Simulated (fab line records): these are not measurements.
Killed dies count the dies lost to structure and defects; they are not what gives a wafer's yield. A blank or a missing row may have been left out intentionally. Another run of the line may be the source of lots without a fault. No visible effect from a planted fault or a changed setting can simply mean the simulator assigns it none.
Comparing a struck lot with a sound one | flow sky130 | 44 steps out of a route of 708
Sound: these wafers, L690.3, L690.4, L690.6. Struck: wafer L699.4 (left out: L699.6, a lot-mate that was not struck); the cause follows at the end.
Per side, at each step with rows, come the tool, then ch with its chambers, and then its first start. Under that, the readings that differ: sound wafers | struck wafers | difference of the means | sigmas: that difference in standard deviations of wafers without a fault.
alike: readings whose means differ by less than 2 such deviations, and words and numbers that are the same on both sides. not compared: withheld readings, readings that some wafer has no value for, bounds like >300 that may hide the same value, and numbers for which the record gives no deviation and whose values overlap.
Wherever a step has rows on one side only, a row that says differs or no value, or a row with sigmas, the two part there. Numbers that have no deviation but don't overlap get no sigmas and don't part them. A reading missing from all wafers of one side parts the sides only when that side holds two or more wafers.

first, 4 steps without rows for these wafers: SKY_VIA4_STRIP_14 (strips in post etch residue remover, time 1200 s); SKY_VIA4_CLEAN_15 (cleans in IPA, time 180 s); SKY_VIA4_CLEAN_16 (cleans in O3/DIW); SKY_VIA4_SPUTTER_17 (material TiN, target thk 20 nm, time 80 s).
SKY_VIA4_CVD_18: deposits W, target thk 505 nm, time 152.14 s.
  sound on cvd w-02 ch 0,1, day 43 15:49; struck on cvd w-01 ch 0, day 45 18:25
  alike: heater power w
SKY_VIA4_RS_MEAS_19: the measuring method here is four-point-probe.
  struck on film metro-04, day 45 18:34; sound on film metro-01, day 43 15:57
  alike: VIA4_W_RS
SKY_VIA4_THK_MEAS_20: measures by xrf.
  struck on film metro-04, day 45 18:40; sound on film metro-01, day 43 16:03
  alike: VIA4_W_THK
then, 2 steps without rows for these wafers: SKY_VIA4_CMP_21 (polishes, stops on SiO2, t overpolish 25 s, target thk 0 nm); SKY_METAL5_SPUTTER_00 (material Ti, target thk 15 nm, time 10 s).
SKY_METAL5_SPUTTER_01: material TiN, target thk 20 nm, time 16.7 s.
  struck on pvd sputter-04, day 45 19:11; sound on pvd sputter-04, day 43 16:25
  reading                | sound          | struck | difference | sigmas
  throttle valve pct (%) | 27.3 28.7 27.9 | 30.2   | +2.2       | +3
SKY_METAL5_SPUTTER_02: material AlCu, target thk 1150 nm, time 61.2 s.
  struck on pvd sputter-04, day 45 19:13; sound on pvd sputter-04, day 43 16:26
  reading                | sound          | struck | difference | sigmas
  throttle valve pct (%) | 27.7 28.6 27.5 | 30.2   | +2.3       | +3
SKY_METAL5_SPUTTER_03: material Ti, target thk 5 nm, time 3.3 s.
  struck on pvd sputter-04, day 45 19:16; sound on pvd sputter-04, day 43 16:29
  reading                | sound          | struck | difference | sigmas
  throttle valve pct (%) | 27.8 28.3 27.6 | 30.1   | +2.2       | +3
SKY_METAL5_SPUTTER_04: material TiN, target thk 70 nm, time 58.3 s.
  struck on pvd sputter-04, day 45 19:17; sound on pvd sputter-04, day 43 16:30
  reading                                    | sound             | struck | difference | sigmas
  throttle valve pct (%)                     | 27.6 28.6 27.6    | 30.2   | +2.3       | +3
  model.TiN_of_METAL5_SPUTTER_04.thk nm (nm) | 70.33 70.27 70.27 | 50.1   | -20.2      |
SKY_METAL5_RS_MEAS_05: the measuring method here is four-point-probe.
  struck on film metro-01, day 45 19:23; sound on film metro-01, day 43 16:35
  alike: METAL5_ALCU_RS
SKY_METAL5_THK_MEAS_06: measures by xrf.
  struck on film metro-01, day 45 19:29; sound on film metro-01, day 43 16:41
  alike: METAL5_ALCU_THK
then, 10 steps without rows for these wafers: SKY_METAL5_DEHYDRATE_07 (time 60 s); SKY_METAL5_HMDS_08 (prime time 60 s); SKY_METAL5_COAT_09 (resist thk 1800 nm); SKY_METAL5_SOFTBAKE_10 (time 60 s); SKY_METAL5_EXPOSE_11 (exposes mask MM5, target cd 1600 nm); SKY_METAL5_PEB_12; SKY_METAL5_DEVELOP_13 (develop time 60 s); SKY_METAL5_DESCUM_14 (chemistry O2, time 11 s); SKY_METAL5_METAL_ETCH_15 (etches the open film in Cl2/BCl3, stops on SiO2, target depth 1260 nm, time 252 s); SKY_METAL5_STRIP_16 (strips in O2/N2).
SKY_METAL5_STRIP_17: strips in post etch residue remover, time 1200 s.
  sound on wet bench-02 ch 0, day 44 15:32; struck on wet bench-01 ch 1, day 46 16:02
  reading                                    | sound             | struck | difference | sigmas
  model.TiN_of_METAL5_SPUTTER_04.thk nm (nm) | 69.91 69.84 69.85 | 49.68  | -20.19     |
then, 3 steps without rows for these wafers: SKY_METAL5_CLEAN_18 (cleans in IPA, time 180 s); SKY_METAL5_CLEAN_19 (cleans in O3/DIW); SKY_PASSIVATION_CVD_00 (deposits SiO2, target thk 90 nm).
SKY_PASSIVATION_THK_MEAS_01:
  struck on film metro-01, day 46 16:35; sound on film metro-01, day 44 16:04
  alike: PASSIVATION_CVD_00_THK
SKY_PASSIVATION_CVD_02: deposits Si3N4, target thk 540 nm.
  sound on pecvd-03 ch 0,1,2, day 44 16:06; struck on pecvd-02 ch 2, day 46 16:43
  reading            | sound       | struck | difference | sigmas
  heater power w (W) | 535 808 709 | 884    | +200       | +3
SKY_PASSIVATION_THK_MEAS_03:
  struck on film metro-03, day 46 16:52; sound on film metro-02, day 44 16:20
  alike: PASSIVATION_CVD_02_THK
then, 7 steps without rows for these wafers: SKY_PASSIVATION_DEHYDRATE_04 (time 60 s); SKY_PASSIVATION_HMDS_05 (prime time 60 s); SKY_PASSIVATION_COAT_06 (resist thk 3000 nm); SKY_PASSIVATION_SOFTBAKE_07; SKY_PASSIVATION_EXPOSE_08 (exposes mask NSM, target cd 3000 nm); SKY_PASSIVATION_PEB_09; SKY_PASSIVATION_DEVELOP_10 (develop time 60 s).
SKY_PASSIVATION_ETCH_11: etches the open film in CF4/O2, stops on AlCu, target depth 725 nm, time 161.1 s.
  sound on rie diel-02 ch 2,3, day 45 13:34; struck on rie diel-02 ch 3, day 47 13:28
  reading                                 | sound             | struck | difference | sigmas
  oes product au (a.u.)                   | 0.974 0.973 0.973 | 0.959  | -0.014     | -2
  model.PASSIVATION.feature depth nm (nm) | 700.8 704.5 700.1 | 689.9  | -11.9      |
  alike: chamber pressure mTorr, drypump motor current A, throttle valve pct
  not compared: rf hours counter h
then, 2 steps without rows for these wafers: SKY_PASSIVATION_STRIP_12 (strips in O2/N2); SKY_PAD_OPEN_DEHYDRATE_00 (time 60 s).
SKY_PAD_OPEN_ETCH_07: etches the open film in CF4/O2, stops on AlCu, target depth 725 nm, time 161.1 s.
  sound on rie diel-04 ch 1,3, day 46 10:28; struck on rie diel-01 ch 3, day 48 09:43
  reading                              | sound                | struck | difference | sigmas
  chamber pressure mTorr (mTorr)       | 150.10 150.21 150.06 | 149.86 | -0.26      | -2
  model.PAD_OPEN.feature depth nm (nm) | 700.8 704.5 700.1    | 689.9  | -11.9      |
  alike: drypump motor current A, oes product au, throttle valve pct
  not compared: rf hours counter h
SKY_PAD_OPEN_PROBE_99:
  record: rows for the struck wafers here (prober-02, day 48 12:11), none for the sound ones

## WHERE THEY PART
First at SKY_METAL5_SPUTTER_01; last, within this record, at SKY_PAD_OPEN_PROBE_99.

WHY: what had been put in by the simulator
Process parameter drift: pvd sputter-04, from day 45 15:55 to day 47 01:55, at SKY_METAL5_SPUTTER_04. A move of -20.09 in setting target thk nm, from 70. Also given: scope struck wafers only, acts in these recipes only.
